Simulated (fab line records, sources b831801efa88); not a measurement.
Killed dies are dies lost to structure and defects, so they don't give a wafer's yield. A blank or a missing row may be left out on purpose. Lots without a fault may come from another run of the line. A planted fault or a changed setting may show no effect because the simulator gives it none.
fab line records | flow sky130 | part 2 of 2: steps 28 to 36 of 36
record lots=5 wafers=15 last_day=50
route steps=708 shown METAL1@452 VIA1@458 METAL2@483
lots that met no fault: from a run of the same line without faults
start_h: hours from the record's first day to the start of the lot's first wafer shown | wait_h: hours since the lot's step before | " the same as in the row above | L1.1+2: a row that stands for several wafers | - no value, or no start given | * or withheld: withheld | < > ~ a bound
route shown NAME@n: a module of which the file shows steps, and the number in the route of the first | usual: mean/standard deviation of fault-free wafers | same: alike in all rows | chamber/n: place in a boat | sites: the reading at each site | _std_site: their standard deviation | _edge_site: outer sites' mean less inner sites' | radius_mm: how far each site lies from the wafer's centre | mask NAME#n: copy n | behind: the tool/chamber that last shaped the wafer | hold: why the lot was held/for how many hours/how that ended | device: the transistor (n, p or np) that didn't switch | end of line: the same wafers' tests at the end of the route | a step without rows: its recipe alone | killed: dies lost to structure and defects at the first sort, not the wafer's yield | map: a wafer's dies, x killed, . not, _ none there
set.NAME: the setting as run; set.NAME@STEP: as run at that earlier step | model.NAME: the simulator's own value behind a step, which no gauge read
lots at some steps of the route; a table a step, a row a wafer
services: from which hour (start_h, from the record's first day; less than 0 if before it) a tool's chamber was out of use, for how many hours, and why
## steps
# step SKY_VIA1_CVD_21
# recipe material=W target_thk_nm=270 time_s=80.902 temp_c=400 pressure_torr=40
# usual heater_power_w=872/53
# columns lot.wafer tool chamber start_h wait_h heater_power_w
L078.1 cvd_w-01 1 828.79 0.0 912
L078.4 " 0 " " 853
L078.5 " 0 " " 842
L086.2 cvd_w-02 1 892.09 0.0 891
L086.4 " 0 " " 779
L086.6 " 1 " " 895
L089.3 cvd_w-02 1 918.69 0.1 824
L089.4 " 0 " " 745
L089.6 " 0 " " 748
L091.1 cvd_w-01 1 928.74 0.0 931
L091.3 " 1 " " 922
L091.4 " 0 " " 859
L095.1 cvd_w-01 1 958.50 0.0 919
L095.3 " 1 " " 934
L095.5 " 1 " " 934
# step SKY_VIA1_RS_MEAS_22
# recipe thk_meas_gauge=four-point-probe reads=W_of_VIA1_CVD_21+TiN_of_VIA1_SPUTTER_20
# usual VIA1_W_RS=0.428/0.0041
# columns lot.wafer tool chamber start_h wait_h VIA1_W_RS[ohm/sq]
L078.1 film_metro-03 - 828.88 0.1 0.424
L078.4 " - " " 0.429
L078.5 " - " " 0.431
L086.2 film_metro-02 - 892.20 0.1 0.430
L086.4 " - " " 0.430
L086.6 " - " " 0.427
L089.3 film_metro-03 - 918.79 0.1 0.424
L089.4 " - " " 0.424
L089.6 " - " " 0.428
L091.1 film_metro-02 - 928.83 0.1 0.431
L091.3 " - " " 0.436
L091.4 " - " " 0.434
L095.1 film_metro-03 - 958.59 0.1 0.428
L095.3 " - " " 0.430
L095.5 " - " " 0.432
# step SKY_VIA1_THK_MEAS_23
# recipe thk_meas_gauge=xrf reads=W_of_VIA1_CVD_21
# usual VIA1_W_THK=274/3.4
# columns lot.wafer tool chamber start_h wait_h VIA1_W_THK[nm]
L078.1 film_metro-03 - 829.00 0.1 276
L078.4 " - " " 273
L078.5 " - " " 272
L086.2 film_metro-02 - 892.31 0.1 272
L086.4 " - " " 271
L086.6 " - " " 275
L089.3 film_metro-03 - 918.89 0.1 272
L089.4 " - " " 272
L089.6 " - " " 271
L091.1 film_metro-02 - 928.95 0.1 272
L091.3 " - " " 272
L091.4 " - " " 273
L095.1 film_metro-03 - 958.71 0.1 271
L095.3 " - " " 268
L095.5 " - " " 267
# step SKY_VIA1_CMP_24
# recipe stop_on=SiO2 t_overpolish_s=15 down_force_psi=3.5 platen_rpm=60 target_thk_nm=0 pad_velocity_m_s=0.94248
# usual edge_zone_pressure_frac=1.000/0.0048 motor_current_A=11.2/1.4 overpolish_run_s=15.000/0.0096 time_to_endpoint_s=67.1/2.9
# same t_overpolish_s=15
# columns lot.wafer tool chamber start_h wait_h edge_zone_pressure_frac motor_current_A overpolish_run_s time_to_endpoint_s
L078.1 cmp-02 3 829.06 0.1 1.003 10.9 15.000 64.7
L078.4 " 0 " " 0.994 8.7 14.995 67.2
L078.5 " 3 " " 1.001 11.7 14.999 65.4
L086.2 cmp-01 1 892.36 0.0 1.004 11.4 14.989 67.7
L086.4 " 0 " " 1.010 12.5 15.003 66.2
L086.6 " 1 " " 1.006 11.5 15.005 67.4
L089.4 cmp-01 2 918.93 0.0 0.998 13.0 15.018 70.2
L089.3 " 3 " " 1.001 12.2 15.000 65.5
L089.6 " 3 " " 1.012 12.0 14.986 66.2
L091.1 cmp-02 1 929.01 0.1 0.997 10.0 15.008 64.7
L091.4 " 2 " " 0.994 9.4 14.990 68.6
L091.3 " 0 " " 1.001 8.7 15.004 66.8
L095.3 cmp-02 1 958.87 0.1 1.008 9.6 15.015 63.6
L095.1 " 2 " " 1.006 9.7 15.003 66.2
L095.5 " 0 " " 0.997 9.0 15.008 65.6
# step SKY_METAL2_SPUTTER_00
# recipe material=Ti target_thk_nm=15 power_w=3000 time_s=10 chamber_pressure_pa=0.4
# usual throttle_valve_pct=30.1/1
# columns lot.wafer tool chamber start_h wait_h throttle_valve_pct
L078.1 pvd_sputter-03 - 829.36 0.2 30.1
L078.4 " - " " 29.4
L078.5 " - " " 30.1
L086.2 pvd_sputter-03 - 892.66 0.2 30.1
L086.4 " - " " 29.3
L086.6 " - " " 31.8
L089.3 pvd_sputter-03 - 919.23 0.2 30.2
L089.4 " - " " 31.7
L089.6 " - " " 28.7
L091.1 pvd_sputter-03 - 929.31 0.2 31.8
L091.3 " - " " 30.0
L091.4 " - " " 29.2
L095.1 pvd_sputter-03 - 959.07 0.1 30.1
L095.3 " - " " 29.4
L095.5 " - " " 30.1
# step SKY_METAL2_SPUTTER_01
# recipe material=TiN target_thk_nm=20 power_w=6500 time_s=16.7 chamber_pressure_pa=0.4
# usual throttle_valve_pct=30.1/1
# columns lot.wafer tool chamber start_h wait_h throttle_valve_pct
L078.1 pvd_sputter-03 - 829.39 0.0 29.9
L078.4 " - " " 29.3
L078.5 " - " " 29.9
L086.2 pvd_sputter-03 - 892.69 0.0 30.3
L086.4 " - " " 29.5
L086.6 " - " " 31.6
L089.3 pvd_sputter-03 - 919.26 0.0 30.0
L089.4 " - " " 31.6
L089.6 " - " " 29.0
L091.1 pvd_sputter-03 - 929.34 0.0 31.5
L091.3 " - " " 29.9
L091.4 " - " " 29.4
L095.1 pvd_sputter-03 - 959.09 0.0 30.0
L095.3 " - " " 29.4
L095.5 " - " " 30.3
# step SKY_METAL2_SPUTTER_02
# recipe material=AlCu target_thk_nm=250 power_w=10600 time_s=13.3 chamber_pressure_pa=0.4
# usual throttle_valve_pct=30.1/1
# columns lot.wafer tool chamber start_h wait_h throttle_valve_pct
L078.1 pvd_sputter-03 - 829.41 0.0 30.1
L078.4 " - " " 29.3
L078.5 " - " " 29.9
L086.2 pvd_sputter-03 - 892.71 0.0 30.0
L086.4 " - " " 29.2
L086.6 " - " " 32.0
L089.3 pvd_sputter-03 - 919.28 0.0 30.2
L089.4 " - " " 31.8
L089.6 " - " " 28.7
L091.1 pvd_sputter-03 - 929.36 0.0 31.8
L091.3 " - " " 29.9
L091.4 " - " " 29.4
L095.1 pvd_sputter-03 - 959.12 0.0 30.3
L095.3 " - " " 29.2
L095.5 " - " " 30.2
# step SKY_METAL2_SPUTTER_03
# recipe material=Ti target_thk_nm=5 power_w=3000 time_s=3.3 chamber_pressure_pa=0.4
# usual throttle_valve_pct=30.1/1
# columns lot.wafer tool chamber start_h wait_h throttle_valve_pct
L078.1 pvd_sputter-03 - 829.44 0.0 30.5
L078.4 " - " " 29.3
L078.5 " - " " 30.1
L086.2 pvd_sputter-03 - 892.74 0.0 30.2
L086.4 " - " " 29.3
L086.6 " - " " 31.6
L089.3 pvd_sputter-03 - 919.31 0.0 30.0
L089.4 " - " " 31.7
L089.6 " - " " 28.8
L091.1 pvd_sputter-03 - 929.39 0.0 31.8
L091.3 " - " " 30.3
L091.4 " - " " 29.5
L095.1 pvd_sputter-03 - 959.14 0.0 29.9
L095.3 " - " " 29.1
L095.5 " - " " 29.8
# step SKY_METAL2_SPUTTER_04
# recipe material=TiN target_thk_nm=70 power_w=6500 time_s=58.3 chamber_pressure_pa=0.4
# usual throttle_valve_pct=30.1/1
# columns lot.wafer tool chamber start_h wait_h throttle_valve_pct
L078.1 pvd_sputter-03 - 829.45 0.0 30.0
L078.4 " - " " 29.3
L078.5 " - " " 29.8
L086.2 pvd_sputter-03 - 892.76 0.0 30.1
L086.4 " - " " 29.2
L086.6 " - " " 31.6
L089.3 pvd_sputter-03 - 919.32 0.0 30.4
L089.4 " - " " 31.7
L089.6 " - " " 29.0
L091.1 pvd_sputter-03 - 929.41 0.0 31.6
L091.3 " - " " 30.1
L091.4 " - " " 29.4
L095.1 pvd_sputter-03 - 959.16 0.0 30.4
L095.3 " - " " 29.1
L095.5 " - " " 30.2
## services
# columns tool chamber start_h hours kind
hdpcvd-01 - 777.38 6.0 pm
rie_diel-03 2 794.21 2.4 repair
cmp-02 - 818.82 0.6 repair
krf_scanner-01 - 820.93 1.0 pm
rie_diel-01 1 824.17 1.9 repair
krf_scanner-01 - 825.73 0.2 repair
cmp-01 - 828.66 0.9 repair
krf_scanner-01 - 829.45 18.9 repair
cmp-01 - 833.51 5.5 pm
wet_bench-02 - 836.57 42.3 pm
rie_diel-01 - 837.04 68.4 repair
plasma_asher-02 - 838.92 0.4 repair
krf_scanner-01 - 849.25 0.8 pm
krf_scanner-01 - 850.00 1.3 pm
pvd_sputter-04 - 850.48 5.6 repair
cmp-02 - 869.22 4.9 pm
rie_diel-01 1 894.80 20.9 repair
cmp-02 - 912.02 4.0 pm
rie_metal-04 - 919.00 0.5 repair
rie_metal-04 0 920.10 4.3 repair
cmp-02 - 926.66 1.1 repair
plasma_asher-02 - 930.86 1.9 repair
cmp-02 - 950.96 6.9 pm
wet_bench-04 - 955.62 0.9 repair
